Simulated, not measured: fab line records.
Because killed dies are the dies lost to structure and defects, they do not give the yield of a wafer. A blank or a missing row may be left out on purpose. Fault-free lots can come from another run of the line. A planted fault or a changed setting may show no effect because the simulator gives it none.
Struck lot and sound lot, side by side -- flow gf180mcu -- 17 steps out of a route of 602
Sound: the wafers L499.1, L499.3, L499.6. Struck: wafers L505.3, L505.4, L505.5. Last of all comes the cause.
Each step with rows lists, per side, the tool, then ch with its chambers, then its first start. Under that, the readings that differ: sound wafers -- struck wafers -- difference of the means -- sigmas: that difference in standard deviations of wafers without a fault.
alike: same words and numbers on both sides, and readings whose means sit less than 2 such deviations apart. not compared: any withheld reading, any reading some wafer has no value for, any bound like >300 that may hide the same value, and any number with overlapping values for which the record gives no deviation.
Wherever a step has rows on one side only, a row that says differs or no value, or a row with sigmas, the two part there. Numbers that don't overlap but have no deviation are shown without sigmas and don't part them. A reading that every wafer of one side lacks parts them only if that side has two wafers or more.

first, 2 steps without rows for these wafers: GF_NSD_PEB_05; GF_NSD_DEVELOP_06 (develop time 60 s).
GF_NSD_CD_MEAS_07: the cd target is 400 nm.
  struck on cdSem-02, day 16 02:01; sound on cdSem-01, day 14 04:04
  alike: cdNm
GF_NSD_OVL_MEAS_08:
  struck on overlay-01, day 16 02:07; sound on overlay-01, day 14 04:11
  alike: NSD_OVL
then, 2 steps without rows for these wafers: GF_NSD_IMPLANT_09; GF_NSD_IMPLANT_10.
GF_NSD_STRIP_11: strips in O2/N2.
  sound on plasmaAsher-01 ch 0,1, day 14 04:32; struck on plasmaAsher-01 ch 0,1, day 16 02:28
  alike: drypumpMotorCurrentA, heaterPowerW, oesProductAu, stripTimeToEndpointS
  not compared: rfHoursCounterH
GF_NSD_TW_MEAS_12:
  struck on filmMetro-04, day 16 02:34; sound on filmMetro-04, day 14 04:38
  alike: NSD_TW
then, 4 steps without rows for these wafers: GF_PSD_DEHYDRATE_00 (time 60 s); GF_PSD_HMDS_01 (prime time 60 s); GF_PSD_COAT_02 (resist thk 1000 nm); GF_PSD_SOFTBAKE_03 (time 60 s).
GF_PSD_EXPOSE_04: exposes mask Pplus, target cd 400 nm.
  sound on ilineStepper-01 ch 0, day 14 15:10; struck on ilineStepper-02 ch 0, day 16 13:19
reading,sound,struck,difference,sigmas
mask,Pplus#0 Pplus#0 Pplus#0,Pplus_R1#0 Pplus_R1#0 Pplus_R1#0,differs,
  alike: stageVelMmS
then, 2 steps without rows for these wafers: GF_PSD_PEB_05; GF_PSD_DEVELOP_06 (develop time 60 s).
GF_PSD_CD_MEAS_07: the cd target is 400 nm.
  struck on cdSem-02, day 17 00:49; sound on cdSem-01, day 15 01:08
reading,sound,struck,difference,sigmas
cdNm (nm),396.9 395.2 397.2,317.8 318.8 320.2,-77.5,-29
GF_PSD_OVL_MEAS_08:
  struck on overlay-02, day 17 00:55; sound on overlay-01, day 15 01:15
reading,sound,struck,difference,sigmas
PSD_OVL (nm),3.2 1.0 1.6,-1.6 -0.8 -0.5,-2.9,-2

== WHERE THEY PART ==
First at GF_PSD_EXPOSE_04; last, within this record, at GF_PSD_OVL_MEAS_08.

WHY: whatever the simulator had introduced
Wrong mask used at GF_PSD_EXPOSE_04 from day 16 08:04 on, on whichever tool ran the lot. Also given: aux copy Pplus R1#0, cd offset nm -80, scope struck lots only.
